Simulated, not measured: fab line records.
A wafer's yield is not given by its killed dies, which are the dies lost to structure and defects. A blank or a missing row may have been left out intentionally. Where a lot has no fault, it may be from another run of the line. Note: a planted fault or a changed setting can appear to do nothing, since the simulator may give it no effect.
Comparing a struck lot with a sound one + flow sfq line + 42 out of 325 route steps
Sound: wafers L141.2, L141.5, L141.6. Struck: wafers L143.1, L143.2, L143.6. Last of all comes the cause.
At each step with rows: each side's tool, then ch and its chambers, then its first start. Under that, the readings that differ: sound wafers + struck wafers + difference of the means + sigmas: that difference in standard deviations of wafers without a fault.
alike: words and numbers the same on both sides, and readings whose means are apart by under 2 such deviations; not compared: readings that were withheld, readings missing a value for some wafer, numbers with overlapping values and no deviation given by the record, and bounds like >300 which may hide the same value.
The two part at a step that has a row with sigmas, a row that says differs or no value, or rows on one side only. When numbers do not overlap yet have no deviation, they are printed without sigmas and do not part them. A reading missing from all wafers of one side parts the sides only when that side holds two or more wafers.

SFQ_M1_OVL_MEAS_911:
  struck on overlay-01, day 35 05:28; sound on overlay-02, day 34 21:05
  alike: M1_OVL
then, 4 steps without rows for these wafers: SFQ_TRILAYER_M1_BARC_OPEN_METAL_ETCH_054 (etches BARC in O2, target depth 125 nm, time 41.7 s); SFQ_TRILAYER_M1_ETCH_METAL_ETCH_042 (etches Nb in Cl2/Ar, stops on SiO2, target depth 240 nm, time 120 s); SFQ_TRILAYER_M1_STRIP_STRIP_043 (strips in O2); SFQ_TRILAYER_M1_STRIP_SOLV_CLEAN_044 (cleans in NMP, time 600 s).
SFQ_TRILAYER_I1_DEP_PECVD_045: deposits SiO2 from SiH4/N2O, time 111.11 s, target thk 500 nm.
  sound on pecvd-02 ch 0,1, day 34 22:04; struck on pecvd-03 ch 1,2, day 35 06:28
| reading            | sound    | struck   | difference | sigmas |
|--------------------|----------|----------|------------|--------|
| heater power w (W) | 96 99 82 | 72 59 61 | -28        | -2     |
  alike: heater power outer w, throttle valve pct
SFQ_TRILAYER_I1_CMP_CMP_046: polishes SiO2.
  sound on cmp-02 ch 0,1,3, day 34 23:39; struck on cmp-01 ch 0,1, day 35 07:05
  alike: motor current A, retaining ring pressure frac, time to endpoint s
SFQ_I1_BOW_MEAS_912:
  struck on film metro-04, day 35 09:47; sound on film metro-04, day 35 01:10
  alike: I1_BOW
then, 4 steps without rows for these wafers: SFQ_TRILAYER_I1_METRO_MEASURE_047; SFQ_TRILAYER_I1_VIA_LITHO_COAT_054 (resist thk 62 nm); SFQ_TRILAYER_I1_VIA_LITHO_COAT_049 (resist thk 650 nm); SFQ_TRILAYER_I1_VIA_LITHO_SOFTBAKE_053.
-- the record jumps here: 6 days lie between the struck wafers' starts before and after --
SFQ_TRILAYER_I1_VIA_LITHO_EXPOSE_050: exposes mask I1, target cd 500 nm.
  sound on krf scanner-01 ch 0, day 41 07:05; struck on krf scanner-01 ch 0, day 41 14:05
| reading                    | sound                      | struck            | difference | sigmas |
|----------------------------|----------------------------|-------------------|------------|--------|
| model.I1.overlay x nm (nm) | -0.03505 -0.03505 -0.03505 | 110.9 110.9 110.9 | +110.9     |        |
  alike: mask
then, 2 steps without rows for these wafers: SFQ_TRILAYER_I1_VIA_LITHO_PEB_052 (peb time 60 s); SFQ_TRILAYER_I1_VIA_LITHO_DEVELOP_051 (time 60 s).
SFQ_I1_OVL_MEAS_913:
  struck on overlay-02, day 41 15:35; sound on overlay-02, day 41 08:23
| reading     | sound   | struck      | difference | sigmas |
|-------------|---------|-------------|------------|--------|
| I1_OVL (nm) | -3 6 -6 | 106 103 113 | +108       | +23    |
then, 6 steps without rows for these wafers: SFQ_TRILAYER_I1_VIA_BARC_OPEN_VIA_ETCH_071 (etches BARC in O2, target depth 125 nm, time 41.7 s); SFQ_TRILAYER_I1_VIA_ETCH_VIA_ETCH_052 (etches SiO2 in CHF3, stops on Nb, target depth 260 nm); SFQ_TRILAYER_I1_VIA_STRIP_STRIP_053 (strips in O2); SFQ_TRILAYER_I1_VIA_STRIP_SOLV_CLEAN_054 (cleans in NMP, time 600 s); SFQ_TRILAYER_M2_DEP_PRE_CLEAN_056 (time 22.5 s); SFQ_TRILAYER_M2_DEP_SPUTTER_055 (material Nb, target thk 200 nm, time 133.3 s).
SFQ_M2_RS_MEAS_914: measurement is done with a four-point probe.
  struck on film metro-01, day 41 16:40; sound on film metro-04, day 41 09:29
  alike: M2_NB_RS
then, 6 steps without rows for these wafers: SFQ_TRILAYER_M2_LITHO_COAT_062 (resist thk 62 nm); SFQ_TRILAYER_M2_LITHO_COAT_057 (resist thk 600 nm); SFQ_TRILAYER_M2_LITHO_SOFTBAKE_061; SFQ_TRILAYER_M2_LITHO_EXPOSE_058 (exposes mask M2, target cd 500 nm); SFQ_TRILAYER_M2_LITHO_PEB_060 (peb time 60 s); SFQ_TRILAYER_M2_LITHO_DEVELOP_059 (time 60 s).
-- the record jumps here: 6 days lie between the struck wafers' starts before and after --
SFQ_M2_OVL_MEAS_916:
  struck on overlay-02, day 48 01:18; sound on overlay-02, day 47 21:04
  alike: M2_OVL
SFQ_TRILAYER_M2_BARC_OPEN_METAL_ETCH_077: etches BARC in O2, target depth 125 nm, time 41.7 s.
  sound on rie metal-03 ch 0,1, day 47 21:05; struck on rie metal-03 ch 0,1, day 48 01:20
  alike: drypump motor current A, he backside leak sccm, oes product au
  not compared: rf hours counter h
then, 3 steps without rows for these wafers: SFQ_TRILAYER_M2_ETCH_METAL_ETCH_060 (etches Nb in Cl2/Ar, stops on SiO2, target depth 240 nm, time 120 s); SFQ_TRILAYER_M2_STRIP_STRIP_061 (strips in O2); SFQ_TRILAYER_M2_STRIP_SOLV_CLEAN_062 (cleans in NMP, time 600 s).
SFQ_TRILAYER_I2_DEP_PECVD_063: deposits SiO2 from SiH4/N2O, time 111.11 s, target thk 500 nm.
  sound on pecvd-03 ch 0,1,2, day 47 22:03; struck on pecvd-01 ch 0,1, day 48 02:17
  alike: heater power outer w, heater power w, throttle valve pct
SFQ_TRILAYER_I2_CMP_CMP_064: polishes SiO2.
  sound on cmp-02 ch 2,3, day 47 22:38; struck on cmp-01 ch 0,1,2, day 48 02:22
  alike: motor current A, retaining ring pressure frac, time to endpoint s
SFQ_I2_BOW_MEAS_917:
  struck on film metro-03, day 48 05:22; sound on film metro-03, day 48 01:09
  alike: I2_BOW
then, 4 steps without rows for these wafers: SFQ_TRILAYER_I2_METRO_MEASURE_065; SFQ_TRILAYER_I2_VIA_LITHO_COAT_072 (resist thk 62 nm); SFQ_TRILAYER_I2_VIA_LITHO_COAT_067 (resist thk 650 nm); SFQ_TRILAYER_I2_VIA_LITHO_SOFTBAKE_071.
-- the record jumps here: 49 days lie between the struck wafers' starts before and after --
SFQ_M8_BOW_MEAS_951:
  struck on film metro-04, day 96 23:31; sound on film metro-03, day 95 16:13
| reading                 | sound             | struck            | difference | sigmas |
|-------------------------|-------------------|-------------------|------------|--------|
| model.etest.i1.link ohm | 1.952 1.955 1.952 | 1.995 1.998 1.981 | +0.038     |        |
  alike: M8_BOW

== WHERE THEY PART ==
At SFQ_TRILAYER_I1_DEP_PECVD_045 first; at SFQ_I1_OVL_MEAS_913 last (within this record only). Later steps at which nothing parts them and some readings are alike: SFQ_M2_RS_MEAS_914, SFQ_M2_OVL_MEAS_916, SFQ_TRILAYER_M2_BARC_OPEN_METAL_ETCH_077, SFQ_TRILAYER_I2_DEP_PECVD_063, SFQ_TRILAYER_I2_CMP_CMP_064, SFQ_I2_BOW_MEAS_917, SFQ_M8_BOW_MEAS_951.

WHY: whatever the simulator had introduced
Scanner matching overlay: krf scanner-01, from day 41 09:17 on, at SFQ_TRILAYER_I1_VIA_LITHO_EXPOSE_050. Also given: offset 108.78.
